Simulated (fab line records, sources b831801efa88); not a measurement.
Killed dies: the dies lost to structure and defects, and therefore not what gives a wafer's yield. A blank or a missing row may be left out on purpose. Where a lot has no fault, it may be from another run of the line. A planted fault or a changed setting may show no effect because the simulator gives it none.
A struck lot beside a sound one ; flow sky130 ; 18 out of 708 route steps
Sound: the wafers L526.1, L526.3, L526.5. Struck: wafers L535.2, L535.5. (L535.6 of the same lot was not struck and is left out.) The cause comes at the end.
At each step with rows: each side's tool, then ch and its chambers, then its first start. Under that, the readings that differ: sound wafers ; struck wafers ; difference of the means ; sigmas: that difference in standard deviations of wafers without a fault.
alike: readings whose means differ by less than 2 such deviations, and words and numbers that are the same on both sides. not compared: withheld readings, readings that some wafer has no value for, bounds like >300 that may hide the same value, and numbers for which the record gives no deviation and whose values overlap.
A row with sigmas, a row that says differs or no value, or rows on one side alone: a step with any of these is where the two part. Non-overlapping numbers with no deviation appear without sigmas and do not part them. A reading missing from all wafers of one side parts the sides only when that side holds two or more wafers.

first, 3 steps without rows for these wafers: SKY_VIA3_EXPOSE_09 (exposes mask VIM3, target cd 200 nm); SKY_VIA3_PEB_10; SKY_VIA3_DEVELOP_11 (develop time 60 s).
SKY_VIA3_CD_MEAS_12: target cd 200 nm.
  sound: cdSem-01 at day 41 13:40; struck: cdSem-02 at day 44 00:02
  alike: cdNm
SKY_VIA3_OVL_MEAS_13:
  sound: overlay-01 at day 41 13:47; struck: overlay-02 at day 44 00:09
  alike: VIA3_OVL
SKY_VIA3_ETCH_14: etches BARC in N2/H2, stops on SiO2, time 45.9 s, target depth 60 nm.
  sound on rieDiel-04 ch 0,1,2, day 41 13:49; struck on rieDiel-01 ch 2, day 44 00:11
reading;sound;struck;difference;sigmas
n2FlowSccm (sccm);99.5 99.9 99.7;100.3 100.4;+0.6;+2
  alike: biasW, drypumpMotorCurrentA, oesProductAu, throttleValvePct
  not compared: rfHoursCounterH
SKY_VIA3_ETCH_15: etches SiO2 in C4F8/O2/Ar, stops on TiN, target depth 507 nm, time 78 s.
  sound on rieDiel-04 ch 0,1,2, day 41 13:51; struck on rieDiel-01 ch 2, day 44 00:13
  alike: biasW, oesProductAu
  not compared: rfHoursCounterH
SKY_VIA3_STRIP_16: strips in O2/N2.
  sound on plasmaAsher-02 ch 1, day 41 13:55; struck on plasmaAsher-02 ch 0,1, day 44 00:17
reading;sound;struck;difference;sigmas
stripTimeToEndpointS (s);4.116 4.186 4.147;4.103 4.074;-0.061;-3
  alike: drypumpMotorCurrentA, n2FlowSccm, oesProductAu
  not compared: rfHoursCounterH
then, 3 steps without rows for these wafers: SKY_VIA3_STRIP_17 (strips in post etch residue remover, time 1200 s); SKY_VIA3_CLEAN_18 (cleans in IPA, time 180 s); SKY_VIA3_CLEAN_19 (cleans in O3/DIW).
SKY_VIA3_SPUTTER_20: material TiN, target thk 20 nm, time 80 s.
  sound: pvdSputter-03 at day 41 14:32; struck: pvdSputter-01 at day 44 00:55
  alike: throttleValvePct
SKY_VIA3_CVD_21: deposits W, target thk 390 nm, time 117.31 s.
  sound on cvdW-02 ch 0,1, day 41 14:37; struck on cvdW-02 ch 1, day 44 00:58
reading;sound;struck;difference;sigmas
chamberPressureTorr (Torr);40.04 39.87 40.06;25.18 25.17;-14.82;-99 or more
model.W_of_VIA3_CVD_21.thkNm (nm);388 382.8 383.7;309.6 307.7;-76.2;
  alike: heaterPowerW, susceptorTempC
SKY_VIA3_RS_MEAS_22: measurement is done with a four-point probe.
  sound: filmMetro-04 at day 41 14:44; struck: filmMetro-02 at day 44 01:07
reading;sound;struck;difference;sigmas
VIA3_W_RS (ohm/sq);0.295 0.299 0.298;0.371 0.372;+0.074;+22
SKY_VIA3_THK_MEAS_23: measures by xrf.
  sound: filmMetro-04 at day 41 14:51; struck: filmMetro-02 at day 44 01:13
reading;sound;struck;difference;sigmas
VIA3_W_THK (nm);415 411 414;324 322;-90;-19
SKY_VIA3_CMP_24: polishes, stops on SiO2, t overpolish 20 s, target thk 0 nm.
  sound on cmp-02 ch 1,2, day 41 14:55; struck on cmp-02 ch 1,3, day 44 01:22
reading;sound;struck;difference;sigmas
timeToEndpointS (s);92 85 91;74 69;-18;-5
  alike: motorCurrentA
SKY_METAL4_SPUTTER_00: material Ti, target thk 15 nm, time 10 s.
  sound: pvdSputter-04 at day 41 15:13; struck: pvdSputter-02 at day 44 01:34
  alike: throttleValvePct
SKY_PAD_OPEN_PROBE_99:
  the record holds rows for the sound wafers here (prober-02, day 47 10:23) but none for the struck ones

WHERE THEY PART
At SKY_VIA3_ETCH_14 first; at SKY_PAD_OPEN_PROBE_99 last (within this record only).

WHY: whatever the simulator had introduced
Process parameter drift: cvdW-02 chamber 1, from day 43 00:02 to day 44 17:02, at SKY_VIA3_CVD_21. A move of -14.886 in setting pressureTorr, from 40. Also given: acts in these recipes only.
